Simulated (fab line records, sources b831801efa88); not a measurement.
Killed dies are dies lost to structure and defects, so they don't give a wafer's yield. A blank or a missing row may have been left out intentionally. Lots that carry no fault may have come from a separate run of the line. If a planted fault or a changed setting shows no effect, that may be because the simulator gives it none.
Comparing a struck lot with a sound one -- flow sky130 -- 44 out of 708 route steps
Sound: the wafers L284.2, L284.3, L284.5. Struck: wafer L295.2 (left out: L295.1, a lot-mate that was not struck); the cause follows at the end.
Each step with rows lists, per side, the tool, then ch with its chambers, then its first start. Under that, the readings that differ: sound wafers -- struck wafers -- difference of the means -- sigmas: that difference in standard deviations of wafers without a fault.
alike: a reading whose means differ by less than 2 such deviations, as well as words and numbers matching on both sides. not compared: withheld readings; readings where some wafer has no value; bounds like >300 that might hide an equal value; numbers whose values overlap and for which the record gives no deviation.
Wherever a step has rows on one side only, a row that says differs or no value, or a row with sigmas, the two part there. When numbers do not overlap yet have no deviation, they are printed without sigmas and do not part them. Lack of a reading on every wafer of one side parts them only where that side has two or more wafers.

first, 3 steps without rows for these wafers: SKY_VIA2_CLEAN_18 (cleans in IPA, time 180 s); SKY_VIA2_CLEAN_19 (cleans in O3/DIW); SKY_VIA2_SPUTTER_20 (material TiN, target thk 20 nm, time 80 s).
SKY_VIA2_CVD_21: deposits W, target thk 420 nm, time 126.4 s.
  sound on cvd_w-02 ch 0,1, day 38 16:55; struck on cvd_w-01 ch 0, day 42 14:07
  alike: heater_power_w
SKY_VIA2_RS_MEAS_22: uses a four-point probe to measure.
  sound on film_metro-04, day 38 17:04; struck on film_metro-01, day 42 14:14
  alike: VIA2_W_RS
SKY_VIA2_THK_MEAS_23: measures by xrf.
  sound on film_metro-04, day 38 17:11; struck on film_metro-01, day 42 14:22
  alike: VIA2_W_THK
SKY_VIA2_CMP_24: polishes, stops on SiO2, t overpolish 20 s, target thk 0 nm.
  sound on cmp-02 ch 1,2, day 38 17:14; struck on cmp-01 ch 3, day 42 14:28
reading,sound,struck,difference,sigmas
motor_current_A (A),10.8 9.7 11.3,14.1,+3.5,+3
  alike: edge_zone_pressure_frac, overpolish_run_s, slurry_flow_ml_min, time_to_endpoint_s
then, 2 steps without rows for these wafers: SKY_METAL3_SPUTTER_00 (material Ti, target thk 15 nm, time 10 s); SKY_METAL3_SPUTTER_01 (material TiN, target thk 20 nm, time 16.7 s).
SKY_METAL3_SPUTTER_02: material AlCu, target thk 735 nm, time 39.1 s.
  sound on pvd_sputter-02, day 38 17:35; struck on pvd_sputter-01, day 42 14:46
  alike: throttle_valve_pct
then, 2 steps without rows for these wafers: SKY_METAL3_SPUTTER_03 (material Ti, target thk 5 nm, time 3.3 s); SKY_METAL3_SPUTTER_04 (material TiN, target thk 70 nm, time 58.3 s).
SKY_CAPM_CVD_00: deposits SiO2, target thk 15.5 nm.
  sound on pecvd-02 ch 1,2, day 38 17:41; struck on pecvd-04 ch 0, day 42 14:52
reading,sound,struck,difference,sigmas
heater_power_w (W),890 636 863,604,-192,-2
model.SiO2_of_CAPM_CVD_00.thk_nm (nm),15.5 15.39 15.52,15.8,+0.3,
SKY_CAPM_THK_MEAS_01:
  sound on film_metro-01, day 38 17:43; struck on film_metro-02, day 42 14:53
  alike: CAPM_CVD_00_THK
SKY_CAPM_SPUTTER_02: material TiN, target thk 200 nm, time 166.7 s.
  sound on pvd_sputter-03, day 38 17:46; struck on pvd_sputter-02, day 42 14:57
  alike: throttle_valve_pct
SKY_CAPM_RS_MEAS_03: uses a four-point probe to measure.
  sound on film_metro-02, day 38 17:53; struck on film_metro-01, day 42 15:04
  alike: CAPM_TIN_RS
SKY_CAPM_THK_MEAS_04: measures by xrf.
  sound on film_metro-02, day 38 18:00; struck on film_metro-01, day 42 15:11
  alike: CAPM_TIN_THK
then, 7 steps without rows for these wafers: SKY_CAPM_DEHYDRATE_05 (time 60 s); SKY_CAPM_HMDS_06 (prime time 60 s); SKY_CAPM_COAT_07 (resist thk 1140 nm); SKY_CAPM_SOFTBAKE_08 (time 60 s); SKY_CAPM_EXPOSE_09 (exposes mask CAPM, target cd 1000 nm); SKY_CAPM_PEB_10; SKY_CAPM_DEVELOP_11 (develop time 60 s).
SKY_CAPM_OVL_MEAS_12:
  sound on overlay-01, day 39 18:27; struck on overlay-01, day 43 13:41
  alike: CAPM_OVL
then, 13 steps without rows for these wafers: SKY_CAPM_METAL_ETCH_13 (etches TiN in Cl2/BCl3, stops on SiO2, target depth 220 nm, time 62.9 s); SKY_CAPM_STRIP_14 (strips in O2/N2); SKY_CAPM_STRIP_15 (strips in post etch residue remover, time 1200 s); SKY_CAPM_CLEAN_16 (cleans in IPA, time 180 s); SKY_CAPM_CLEAN_17 (cleans in O3/DIW); SKY_METAL3_DEHYDRATE_05 (time 60 s); SKY_METAL3_HMDS_06 (prime time 60 s); SKY_METAL3_COAT_07 (resist thk 60 nm); SKY_METAL3_COAT_08 (resist thk 1140 nm); SKY_METAL3_SOFTBAKE_09 (time 90 s); SKY_METAL3_EXPOSE_10 (exposes mask MM3, target cd 300 nm); SKY_METAL3_PEB_11; SKY_METAL3_DEVELOP_12 (develop time 60 s).
SKY_METAL3_CD_MEAS_13: the cd target is 300 nm.
  sound on cd_sem-01, day 40 19:21; struck on cd_sem-02, day 44 11:37
reading,sound,struck,difference,sigmas
cd_nm (nm),299.7 301.2 299.8,297.4,-2.8,-2
SKY_METAL3_OVL_MEAS_14:
  sound on overlay-01, day 40 19:28; struck on overlay-02, day 44 11:44
  alike: METAL3_OVL
then, 1 step without rows for these wafers: SKY_METAL3_DESCUM_15 (chemistry O2, time 8 s).
SKY_METAL3_ETCH_16: etches BARC in N2/H2, stops on SiO2, time 88.2 s, target depth 60 nm.
  sound on rie_metal-04 ch 1, day 40 19:31; struck on rie_metal-04 ch 1, day 44 11:47
  alike: drypump_motor_current_A, n2_flow_sccm, oes_product_au, throttle_valve_pct
  not compared: rf_hours_counter_h
SKY_METAL3_ETCH_17: etches SiO2 in C4F8/O2/Ar, stops on TiN, time 3.9 s, target depth 15 nm.
  sound on rie_diel-02 ch 1,3, day 40 19:37; struck on rie_diel-01 ch 1, day 44 11:53
reading,sound,struck,difference,sigmas
model.etch.depth_nm (nm),15.5 15.39 15.52,15.8,+0.3,
  alike: oes_product_au
  not compared: rf_hours_counter_h
-- the record jumps here: 6 days lie between the struck wafers' starts before and after (it left off in module METAL3 and takes up again in module PAD_OPEN, whose first step shown is number 708 of the route) --
SKY_PAD_OPEN_PROBE_99:
  sound on prober-02, day 47 15:34; struck on prober-02, day 50 11:58
reading,sound,struck,difference,sigmas
model.etest.cap_mim.c_ff_um2,2.34 2.35 2.341,2.312,-0.032,
  alike: defect_limited_yield, killed_at_M0_to_M3, killed_at_M4_up, killed_at_contacts, killed_at_front_end, killed_at_other, killed_dies, killed_open, killed_short, sort_bin_3_pad_short, sort_bin_5_function, sort_bin_6_memory, sort_n_pass, sort_yield_pct

== WHERE THEY PART ==
First at SKY_VIA2_CMP_24; last, within this record, at SKY_METAL3_CD_MEAS_13. Later steps at which nothing parts them and some readings are alike: SKY_METAL3_OVL_MEAS_14, SKY_METAL3_ETCH_16, SKY_METAL3_ETCH_17, SKY_PAD_OPEN_PROBE_99.

WHY: what the simulator had put in
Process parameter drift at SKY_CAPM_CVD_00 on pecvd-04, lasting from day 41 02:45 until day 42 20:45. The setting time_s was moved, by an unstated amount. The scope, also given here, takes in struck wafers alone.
